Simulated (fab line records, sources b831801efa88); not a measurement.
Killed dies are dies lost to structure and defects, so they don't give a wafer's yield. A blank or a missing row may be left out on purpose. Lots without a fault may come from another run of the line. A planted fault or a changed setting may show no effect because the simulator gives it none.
A struck lot beside a sound one | flow sky130 | 15 steps out of a route of 708
Sound: wafers L703.2, L703.4, L703.6. Struck: wafers L687.3, L687.4, L687.6. The cause comes at the end.
At each step with rows: each side's tool, then ch and its chambers, then its first start. Under that, the readings that differ: sound wafers | struck wafers | difference of the means | sigmas: that difference in standard deviations of wafers without a fault.
alike: readings whose means differ by less than 2 such deviations, and words and numbers that are the same on both sides. not compared: withheld readings, readings that some wafer has no value for, bounds like >300 that may hide the same value, and numbers for which the record gives no deviation and whose values overlap.
The two part at a step that has a row with sigmas, a row that says differs or no value, or rows on one side only. Numbers that don't overlap but have no deviation are shown without sigmas and don't part them. A reading that every wafer of one side lacks parts them only if that side has two wafers or more.

first, 4 steps without rows for these wafers: SKY_LDD_LDN_SOFTBAKE_03 (time 60 s); SKY_LDD_LDN_EXPOSE_04 (exposes mask LDNTM, target cd 700 nm); SKY_LDD_LDN_PEB_05; SKY_LDD_LDN_DEVELOP_06 (develop time 60 s).
SKY_LDD_LDN_OVL_MEAS_07:
  sound on overlay-01, day 29 08:32; struck on overlay-01, day 23 05:03
  alike: LDD_LDN_OVL
then, 4 steps without rows for these wafers: SKY_LDD_LDN_IMPLANT_08; SKY_LDD_LDN_IMPLANT_09; SKY_LDD_LDN_IMPLANT_10; SKY_LDD_LDN_IMPLANT_11.
SKY_LDD_LDN_STRIP_12: strips in O2/N2.
  sound on plasma_asher-01 ch 0, day 29 09:10; struck on plasma_asher-01 ch 0,1, day 23 05:42
  alike: drypump_motor_current_A, o2_flow_sccm, oes_product_au, strip_time_to_endpoint_s
  not compared: rf_hours_counter_h
SKY_LDD_LDN_TW_MEAS_13:
  sound on film_metro-01, day 29 09:17; struck on film_metro-01, day 23 05:47
  alike: LDD_LDN_TW
then, 1 step without rows for these wafers: SKY_LDD_LDN_CLEAN_14 (cleans in SC1/SC2, time 150 s).
SKY_SPACER_CVD_00: deposits Si3N4 from DCS/NH3, target thk 43.1 nm, time 740 s.
  sound on lpcvd-02 ch 1, day 29 09:48; struck on lpcvd-02 ch 0, day 23 05:56
  reading                                  | sound             | struck            | difference | sigmas
  spike_tc_bottom_C (C)                    | 785.1 786.9 786.4 | 842.2 840.4 840.0 | +54.7      | +24
  spike_tc_centre_C (C)                    | 771.7 769.0 770.9 | 822.9 822.4 822.9 | +52.2      | +44
  spike_tc_lower_C (C)                     | 770.6 774.3 773.7 | 822.5 821.8 824.6 | +50.1      | +42
  spike_tc_top_C (C)                       | 781.0 783.5 782.7 | 831.0 833.4 832.2 | +49.8      | +45
  spike_tc_upper_C (C)                     | 770.3 769.2 773.3 | 820.8 821.4 820.7 | +50.0      | +38
  susceptor_temp_C (C)                     | 770.7 770.3 770.2 | 822.0 821.4 821.6 | +51.3      | +99 or more
  zone_power_bottom_pct (%)                | 17.3 17.7 17.6    | 22.0 22.0 21.8    | +4.4       | +5
  zone_power_centre_pct (%)                | 13.93 13.79 13.88 | 15.05 15.45 15.60 | +1.50      | +8
  zone_power_lower_pct (%)                 | 12.67 12.67 12.72 | 14.49 14.75 14.75 | +1.98      | +13
  zone_power_top_pct (%)                   | 27.4 27.0 27.7    | 31.1 31.3 32.3    | +4.2       | +6
  zone_power_upper_pct (%)                 | 11.3 11.7 11.7    | 14.6 14.9 14.9    | +3.2       | +4
  model.Si3N4_of_SPACER_CVD_00.thk_nm (nm) | 43.49 43.79 43.74 | 74.31 74.23 74.66 | +30.73     |
SKY_SPACER_THK_MEAS_01:
  sound on film_metro-04, day 29 11:01; struck on film_metro-02, day 23 07:59
  reading                | sound          | struck         | difference | sigmas
  SPACER_CVD_00_THK (nm) | 43.5 43.8 43.8 | 74.3 74.2 74.7 | +30.7      | +71
  not compared: hold
SKY_PAD_OPEN_PROBE_99:
  the record has rows for the sound wafers here (prober-02, day 50 03:54) and none for the struck ones

WHERE THEY PART
First at SKY_SPACER_CVD_00; last, within this record, at SKY_PAD_OPEN_PROBE_99.

WHY: what the simulator had put in
Process parameter drift: lpcvd-02, from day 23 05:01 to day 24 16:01, at SKY_SPACER_CVD_00. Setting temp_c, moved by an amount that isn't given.
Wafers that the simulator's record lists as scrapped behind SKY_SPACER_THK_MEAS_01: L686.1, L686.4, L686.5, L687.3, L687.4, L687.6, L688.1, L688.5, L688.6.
